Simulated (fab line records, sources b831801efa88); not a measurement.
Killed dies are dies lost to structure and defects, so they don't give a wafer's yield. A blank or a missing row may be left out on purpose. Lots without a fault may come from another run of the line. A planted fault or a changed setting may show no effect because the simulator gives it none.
A struck lot beside a sound one | flow sky130 | 16 steps out of a route of 708
Sound: wafers L726.1, L726.2, L726.6. Struck: wafer L737.3. (L737.2, L737.6 of the same lot were not struck and are left out.) The cause comes at the end.
At each step with rows: each side's tool, then ch and its chambers, then its first start. Under that, the readings that differ: sound wafers | struck wafers | difference of the means | sigmas: that difference in standard deviations of wafers without a fault.
alike: readings whose means differ by less than 2 such deviations, and words and numbers that are the same on both sides. not compared: withheld readings, readings that some wafer has no value for, bounds like >300 that may hide the same value, and numbers for which the record gives no deviation and whose values overlap.
The two part at a step that has a row with sigmas, a row that says differs or no value, or rows on one side only. Numbers that don't overlap but have no deviation are shown without sigmas and don't part them. A reading that every wafer of one side lacks parts them only if that side has two wafers or more.

first, 1 step without rows for these wafers: SKY_FIELD_ISO_DEVELOP_12 (develop time 60 s).
SKY_FIELD_ISO_CD_MEAS_13: target cd 150 nm.
  sound on cd_sem-02, day 4 09:07; struck on cd_sem-01, day 6 17:35
  alike: cd_nm
SKY_FIELD_ISO_ETCH_14: etches BARC in N2/H2, stops on SiO2, time 45.9 s, target depth 60 nm.
  sound on rie_diel-04 ch 0,2, day 4 09:14; struck on rie_diel-02 ch 2, day 6 17:41
  alike: drypump_motor_current_A, h2_flow_sccm, oes_product_au, throttle_valve_pct
  not compared: rf_hours_counter_h
SKY_FIELD_ISO_ETCH_15: etches the open film in CHF3/O2, stops on Si, target depth 180 nm, time 72 s.
  sound on rie_diel-04 ch 0,2, day 4 09:17; struck on rie_diel-02 ch 2, day 6 17:44
  alike: drypump_motor_current_A, oes_product_au, throttle_valve_pct
  not compared: rf_hours_counter_h
SKY_FIELD_ISO_STRIP_16: strips in O2/N2.
  sound on plasma_asher-01 ch 0,1, day 4 09:20; struck on plasma_asher-01 ch 1, day 6 17:47
  alike: drypump_motor_current_A, o2_flow_sccm, oes_product_au, strip_time_to_endpoint_s
  not compared: rf_hours_counter_h
SKY_FIELD_ISO_ETCH_17: etches Si in HBr/Cl2/O2, target depth 342 nm, time 97.7 s.
  sound on rie_si-02 ch 0,1, day 4 09:26; struck on rie_si-02 ch 0, day 6 17:53
  reading              | sound             | struck | difference | sigmas
  HBr_flow_sccm (sccm) | 150.9 149.4 150.3 | 148.9  | -1.3       | -3
  alike: drypump_motor_current_A, oes_product_au, throttle_valve_pct
  not compared: rf_hours_counter_h
then, 5 steps without rows for these wafers: SKY_FIELD_ISO_WET_ETCH_18 (etches Si3N4 in H3PO4, target depth 25 nm, time 286 s); SKY_FIELD_ISO_CLEAN_19 (cleans in SC1/SC2, time 150 s); SKY_FIELD_ISO_CLEAN_20 (cleans in dHF, time 20 s); SKY_FIELD_ISO_WET_ETCH_21 (etches SiO2 in dHF, target depth 20 nm, time 400 s); SKY_FIELD_ISO_OXIDATION_22 (stabilise 600 s, purge 300 s, target thk 10 nm).
SKY_FIELD_ISO_THK_MEAS_23:
  sound on film_metro-02, day 4 11:36; struck on film_metro-02, day 6 20:20
  reading                         | sound          | struck | difference | sigmas
  FIELD_ISO_OXIDATION_01_THK (nm) | 9.86 9.88 9.91 | 10.26  | +0.38      | +2
SKY_FIELD_ISO_CVD_24: deposits SiO2, target thk 595 nm, time 99.2 s.
  sound on hdpcvd-01 ch 1,2, day 4 11:40; struck on hdpcvd-02 ch 2, day 6 20:23
  reading                                    | sound           | struck | difference | sigmas
  model.SiO2_of_FIELD_ISO_CVD_24.thk_nm (nm) | 580 578.2 585.6 | 816.6  | +235.3     |
SKY_FIELD_ISO_THK_MEAS_25:
  sound on film_metro-01, day 4 11:44; struck on film_metro-01, day 6 20:41
  reading                   | sound       | struck | difference | sigmas
  FIELD_ISO_CVD_24_THK (nm) | 580 578 585 | 817    | +236       | +33
  not compared: hold
SKY_FIELD_ISO_CMP_27: polishes, stops on Si3N4, t overpolish 16 s, target thk 457.8 nm.
  sound on cmp-02 ch 0,1,3, day 4 13:18; struck on cmp-02 ch 3, day 7 03:12
  reading                | sound       | struck | difference | sigmas
  time_to_endpoint_s (s) | 100 103 109 | 151    | +47        | +13
  alike: motor_current_A
then, 1 step without rows for these wafers: SKY_FIELD_ISO_WET_ETCH_28 (etches SiO2 in dHF, target depth 23.7 nm, time 47 s).

WHERE THEY PART
First at SKY_FIELD_ISO_ETCH_17; last, within this record, at SKY_FIELD_ISO_CMP_27.

WHY: what the simulator had put in
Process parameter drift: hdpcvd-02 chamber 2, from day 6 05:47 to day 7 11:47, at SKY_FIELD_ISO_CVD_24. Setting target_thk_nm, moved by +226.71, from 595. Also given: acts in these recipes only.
